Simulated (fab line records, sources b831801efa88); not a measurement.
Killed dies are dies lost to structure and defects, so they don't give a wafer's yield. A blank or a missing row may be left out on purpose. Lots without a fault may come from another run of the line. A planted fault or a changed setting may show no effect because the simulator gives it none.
One fault seen from 2 desks | flow sky130 | each desk has only its own numbers; what lay behind them comes last

THE METROLOGY DESK
What the gauges read, lot by lot, whatever tool the lot ran on: means of the sampled wafers that have a number. A lot is out of limits, marked OUT, if its mean lies more than 4 standard deviations from the usual mean; the brackets give that distance.
Columns: A = PASSIVATION_CVD_00_THK at SKY_PASSIVATION_THK_MEAS_01, usual 89.8 nm; B = PASSIVATION_CVD_02_THK at SKY_PASSIVATION_THK_MEAS_03, usual 542 nm
lot  | first seen here | A    | B
L317 | day 44 09:35    | 90.0 | 541
L326 | day 47 13:46    | 90.5 | 533
L332 | day 48 10:22    | 91.3 | 550
L335 | day 49 05:17    | 90.4 | 548
L338 | day 50 00:07    | 89.7 | 548
L339 | day 50 04:25    | 89.3 | 535
This desk's finding: nothing out of limits on any of the 6 lots.

THE TOOL OWNER'S DESK: pecvd-02
The tool's own readings at SKY_PASSIVATION_CVD_02 (deposits Si3N4, target thk 540 nm): means of the sampled wafers that have a number, for each lot that ran on this tool. A lot is out of limits, marked OUT, if its mean lies more than 4 standard deviations from the usual mean; the brackets give that distance.
Columns: A = heater_power_w at SKY_PASSIVATION_CVD_02, usual 719 W
lot  | first seen here | A
L317 | day 44 09:39    | 776
L326 | day 47 13:49    | 770
L332 | day 48 10:25    | 791
L335 | day 49 05:20    | 752
This desk's finding: nothing out of limits on any of the 4 lots.

PUT TOGETHER
The metrology desk saw nothing out of limits.
The tool owner's desk saw nothing out of limits.

WHAT THE SIMULATOR HAD PUT IN
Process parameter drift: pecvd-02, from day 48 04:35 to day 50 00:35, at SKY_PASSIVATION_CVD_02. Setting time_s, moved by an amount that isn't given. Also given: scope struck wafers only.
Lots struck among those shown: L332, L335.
